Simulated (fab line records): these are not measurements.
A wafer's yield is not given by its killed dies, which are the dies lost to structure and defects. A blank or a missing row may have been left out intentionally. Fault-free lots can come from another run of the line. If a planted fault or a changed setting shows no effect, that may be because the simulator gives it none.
Lot-split experiment | flow sfq_line | 5 lots, 23 wafers read, on a route of 325 steps

== ON THE SPLIT ==
At SFQ_TRILAYER_I6_VIA_LITHO_PEB_172 (peb time 60 s), the setting peb_temp_c was moved away from the recipe's 115 C on 5 of the 23 wafers read, by -2.8% to +2.5%. The other wafers ran this setting at the recipe's value.

== FROM THE SPLIT TO THE READING: what the file shows between them, 1 step ==
- SFQ_TRILAYER_I6_VIA_LITHO_DEVELOP_171: time 60 s

== THE READING ==
I6.cd_nm (the simulator's own value, which no gauge read), in nm, at SFQ_TRILAYER_I6_VIA_BARC_OPEN_VIA_ETCH_235 (etches BARC in O2, target depth 125 nm, time 41.7 s). There is no usual value for it anywhere in the file. Here, 18 wafers ran the recipe; their average is 700.2 nm with a standard deviation of 1.1 nm.

wafer  | tool, chamber at the split | peb_temp_c as run, C | against the recipe | I6.cd_nm, nm | against lot-mates on the recipe
L074.2 | litho_track-02, 0          | 115                  | recipe             | 700.8        | -
L074.4 | litho_track-02, 0          | 115                  | recipe             | 699          | -
L074.6 | litho_track-02, 0          | 115                  | recipe             | 698.7        | -
L075.1 | litho_track-02, 0          | 115                  | recipe             | 700.1        | -
L075.2 | litho_track-02, 0          | 115                  | recipe             | 700.3        | -
L075.4 | litho_track-02, 0          | 115                  | recipe             | 700.4        | -
L075.5 | litho_track-02, 0          | 115                  | recipe             | 700.8        | -
L075.6 | litho_track-02, 0          | 115                  | recipe             | 699.7        | -
L078.1 | litho_track-03, 0          | 115                  | recipe             | 700.4        | -
L078.3 | litho_track-03, 0          | 115                  | recipe             | 698.7        | -
L078.6 | litho_track-03, 0          | 115                  | recipe             | 698.7        | -
L078.4 | litho_track-03, 0          | 115                  | recipe             | 699          | -
L078.5 | litho_track-03, 0          | 115                  | recipe             | 699.2        | -
L083.1 | litho_track-01, 0          | 111.8                | -2.8%              | 636.2        | -65.5
L083.2 | litho_track-01, 0          | 115                  | recipe             | 701.8        | -
L083.4 | litho_track-01, 0          | 115                  | recipe             | 701.8        | -
L083.5 | litho_track-01, 0          | 111.8                | -2.8%              | 636.3        | -65.4
L083.6 | litho_track-01, 0          | 115                  | recipe             | 701.5        | -
L085.1 | litho_track-02, 0          | 117.9                | +2.5%              | 749.4        | +48.2
L085.2 | litho_track-02, 0          | 117.9                | +2.5%              | 749.5        | +48.3
L085.3 | litho_track-02, 0          | 115                  | recipe             | 701.1        | -
L085.4 | litho_track-02, 0          | 117.9                | +2.5%              | 748.3        | +47.1
L085.6 | litho_track-02, 0          | 115                  | recipe             | 701.2        | -

FIT RESULTS
A straight line over all 23 wafers: I6.cd_nm changes by +21.1 nm for each +1% of peb_temp_c; r = +1.00; the points scatter about the line by 2.3 nm.
The same after taking each lot's own level away (the mean of its wafers on the recipe; 23 wafers): +21.1 nm for each +1%; r = +1.00; scatter 2.6 nm.
Per that fit: largest peb_temp_c move, reading shift of 59 nm.
Across the lots, their own levels run from 699.20 to 701.70 nm, a range of 2.4 times the standard deviation given above.
Consequently the slope shifts little with the lot-to-lot level, the two slopes agreeing.
Check: with one of the wafers moved furthest among these (-2.8%) left out of the fit, the line predicts -57.8 nm for it against its lot-mates. Against them it came out at -65.5 nm.

== FURTHER SPLITS ON THESE WAFERS ==
Other splits were also applied to these wafers ahead of the reading. Each is held against what the fit with the lots' levels taken away leaves over:
other split on the same wafers                     | wafers away from the commonest value | r with I6.cd_nm (lot level and that fit taken away)
SFQ_TRILAYER_C5_LITHO_COAT_151 spin_rpm            | 10                                   | -0.14
SFQ_TRILAYER_C5_LITHO_PEB_154 peb_time_s           | 5                                    | +0.04
SFQ_TRILAYER_M6_LITHO_PEB_162 peb_time_s           | 10                                   | -0.39
SFQ_TRILAYER_M6_ETCH_METAL_ETCH_162 pressure_mtorr | 15                                   | -0.33
SFQ_TRILAYER_I6_VIA_LITHO_COAT_174 resist_thk_nm   | 8                                    | -0.01

== THE FILE'S OWN FIT ==
I6.cd_nm changes by +21.5 nm for each +1% of peb_temp_c, r = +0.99.
